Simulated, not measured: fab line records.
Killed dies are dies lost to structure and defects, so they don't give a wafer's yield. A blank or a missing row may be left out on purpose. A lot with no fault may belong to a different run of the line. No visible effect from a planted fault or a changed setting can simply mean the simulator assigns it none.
Check for tools in common	flow sky130	12 lots, 36 wafers sampled

WHAT PROMPTED THE OPENING
On 2 of the 12 lots, a flag is raised at SKY_SD_N_CD_MEAS_07 on the reading cd-nm. Fault-free wafers read 380.3 nm, with a standard deviation of 2.6.
Rule: a lot is flagged in two cases, either no wafer of it has a number, or all its wafers with numbers fall more than 4 standard deviations from that mean. All remaining lots are regarded as sound.

lot	measured	on	cd-nm (nm), wafer by wafer	flag
L453	day 27 21:25	cd-sem-02	380.3 380.3 379.9	
L455	day 28 09:39	cd-sem-01	378.9 382.4 381.1	
L456	day 29 00:58	cd-sem-01	381.7 380.0 379.6	
L457	day 29 13:19	cd-sem-02	380.9 379.9 380.4	
L459	day 29 21:16	cd-sem-01	378.4 378.1 378.1	
L460	day 30 08:13	cd-sem-02	376.6 374.1 376.9	
L462	day 30 21:43	cd-sem-02	378.6 379.6 379.0	
L464	day 32 01:24	cd-sem-02	381.0 381.8 379.9	
L466	day 32 15:17	cd-sem-02	386.4 386.4 385.3	
L473	day 34 14:43	cd-sem-01	441.2 443.1 441.8	FLAGGED
L476	day 35 11:34	cd-sem-02	378.7 381.1 381.8	
L475	day 35 15:19	cd-sem-01	429.1 432.5 432.5	FLAGGED
The numbers of the flagged lots are 436.7 nm on average: +56.4 nm against the usual, or +22 standard deviations.

WHICH TOOL EACH LOT WENT THROUGH
The record holds 1 process step before the reading, out of a route of 708 steps. Cell contents, in order: the tool; ch with the chambers the sampled wafers went through; the start.
lot	flag	SKY_SD_N_COAT_02
L453		litho-track-03 ch 0, day 27 06:07
L455		litho-track-02 ch 0, day 27 19:10
L456		litho-track-02 ch 0, day 28 10:25
L457		litho-track-01 ch 0, day 28 23:22
L459		litho-track-01 ch 0, day 29 07:10
L460		litho-track-01 ch 0, day 29 17:19
L462		litho-track-01 ch 0, day 30 08:25
L464		litho-track-02 ch 0, day 31 11:43
L466		litho-track-01 ch 0, day 32 02:23
L473	FLAGGED	litho-track-01 ch 0, day 34 01:05
L476		litho-track-03 ch 0, day 34 22:25
L475	FLAGGED	litho-track-01 ch 0, day 35 03:10
What these steps do:
- SKY_SD_N_COAT_02: resist thk 1140 nm.
- SKY_SD_N_CD_MEAS_07: target cd 380 nm.

FLAGGED AGAINST TOTAL, ONE TOOL AT A TIME (gauges that did the reading follow at the end)
step	tool	lots run	flagged	share of the flagged lots	sound lots run after its first flagged lot
SKY_SD_N_COAT_02	litho-track-01	7	2	all	0
SKY_SD_N_COAT_02	litho-track-02	3	0	none	-
SKY_SD_N_COAT_02	litho-track-03	2	0	none	-
SKY_SD_N_CD_MEAS_07	cd-sem-01	5	2	all	0
SKY_SD_N_CD_MEAS_07	cd-sem-02	7	0	none	-

THE TABLE: WHAT IT ALLOWS
2 rows of the table ran every flagged lot: litho-track-01 at SKY_SD_N_COAT_02, cd-sem-01 at SKY_SD_N_CD_MEAS_07.
- litho-track-01 at SKY_SD_N_COAT_02: 2 of its 7 lots flagged. A fault beginning between L466 (day 32 02:23), its last sound lot, and L473 (day 34 01:05), its first flagged one, fits the data.
- cd-sem-01 at SKY_SD_N_CD_MEAS_07: 2 of its 5 lots flagged. A fault beginning between L459 (day 29 21:16), its last sound lot, and L473 (day 34 14:43), its first flagged one, fits the data.
Because each of these 2 tools fits a fault that began at some hour, counting lots does not separate them. More lots, or a look at what each step does to the wafer, might.

WHAT THE SIMULATOR HAD INSERTED
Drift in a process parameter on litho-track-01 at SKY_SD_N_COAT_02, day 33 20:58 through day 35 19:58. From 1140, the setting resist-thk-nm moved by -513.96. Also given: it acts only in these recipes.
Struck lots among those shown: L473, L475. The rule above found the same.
